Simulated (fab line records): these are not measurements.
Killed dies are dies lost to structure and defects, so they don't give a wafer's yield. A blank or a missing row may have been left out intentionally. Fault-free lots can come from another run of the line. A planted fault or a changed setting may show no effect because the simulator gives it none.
A struck lot beside a sound one | flow sky130 | 15 steps out of a route of 708
Sound: the wafers L186.2, L186.3, L186.6. Struck: wafer L202.2 (left out: L202.1, L202.3 of the same lot, which were not struck); the cause appears at the end.
Per side, at each step with rows, come the tool, then ch with its chambers, and then its first start. Under that, the readings that differ: sound wafers | struck wafers | difference of the means | sigmas: that difference in standard deviations of wafers without a fault.
alike: readings whose means differ by less than 2 such deviations, and words and numbers that are the same on both sides. not compared: withheld readings, readings that some wafer has no value for, bounds like >300 that may hide the same value, and numbers for which the record gives no deviation and whose values overlap.
A row with sigmas, a row that says differs or no value, or rows on one side alone: a step with any of these is where the two part. Numbers that have no deviation but don't overlap get no sigmas and don't part them. A reading that every wafer of one side lacks parts them only if that side has two wafers or more.

first, 1 step without rows for these wafers: SKY_VIA3_ETCH_14 (etches BARC in N2/H2, stops on SiO2, time 45.9 s, target depth 60 nm).
SKY_VIA3_ETCH_15: etches SiO2 in C4F8/O2/Ar, stops on TiN, target depth 507 nm, time 78 s.
  sound on rieDiel-02 ch 0,1,3, day 40 11:46; struck on rieDiel-04 ch 0, day 45 06:31
  alike: chamberPressureMTorr, oesProductAu
SKY_VIA3_STRIP_16: strips in O2/N2.
  sound on plasmaAsher-03 ch 0,1, day 40 11:50; struck on plasmaAsher-03 ch 0, day 45 06:35
reading             | sound             | struck | difference | sigmas
oesProductAu (a.u.) | 0.393 0.394 0.407 | 0.411  | +0.013     | +2
  alike: chamberPressureMTorr, drypumpMotorCurrentA, stripTimeToEndpointS
  not compared: rfHoursCounterH
then, 4 steps without rows for these wafers: SKY_VIA3_STRIP_17 (strips in post etch residue remover, time 1200 s); SKY_VIA3_CLEAN_18 (cleans in IPA, time 180 s); SKY_VIA3_CLEAN_19 (cleans in O3/DIW); SKY_VIA3_SPUTTER_20 (material TiN, target thk 20 nm, time 80 s).
SKY_VIA3_CVD_21: deposits W, target thk 390 nm, time 117.31 s.
  sound on cvdW-01 ch 0,1, day 40 12:29; struck on cvdW-01 ch 1, day 45 07:14
  alike: chamberPressureTorr, heaterPowerW
SKY_VIA3_RS_MEAS_22: measurement is done with a four-point probe.
  struck on filmMetro-04, day 45 07:21; sound on filmMetro-01, day 40 12:37
  alike: VIA3_W_RS
SKY_VIA3_THK_MEAS_23: measures by xrf.
  struck on filmMetro-04, day 45 07:28; sound on filmMetro-01, day 40 12:44
  alike: VIA3_W_THK
SKY_VIA3_CMP_24: polishes, stops on SiO2, t overpolish 20 s, target thk 0 nm.
  sound on cmp-02 ch 2,3, day 40 12:57; struck on cmp-01 ch 2, day 45 07:32
  alike: motorCurrentA, overpolishRunS, slurryFlowMlMin, timeToEndpointS
then, 1 step without rows for these wafers: SKY_METAL4_SPUTTER_00 (material Ti, target thk 15 nm, time 10 s).
SKY_METAL4_SPUTTER_01: material TiN, target thk 20 nm, time 16.7 s.
  struck on pvdSputter-04, day 45 07:51; sound on pvdSputter-01, day 40 13:16
reading                                   | sound             | struck | difference | sigmas
model.TiN_of_METAL4_SPUTTER_01.thkNm (nm) | 20.21 20.07 20.06 | 19.66  | -0.45      | 
  alike: throttleValvePct
SKY_METAL4_SPUTTER_02: material AlCu, target thk 735 nm, time 39.1 s.
  struck on pvdSputter-04, day 45 07:53; sound on pvdSputter-01, day 40 13:17
  alike: throttleValvePct
-- the record jumps here: 5 days lie between the struck wafers' starts before and after (it left off in module METAL4 and takes up again in module PAD_OPEN, whose first step shown is number 708 of the route) --
SKY_PAD_OPEN_PROBE_99:
  the record has rows for the struck wafers here (prober-01, day 50 09:17) and none for the sound ones

WHERE THEY PART
Earliest at SKY_VIA3_STRIP_16; latest, in this record, at SKY_PAD_OPEN_PROBE_99.

WHY: what the simulator had put in
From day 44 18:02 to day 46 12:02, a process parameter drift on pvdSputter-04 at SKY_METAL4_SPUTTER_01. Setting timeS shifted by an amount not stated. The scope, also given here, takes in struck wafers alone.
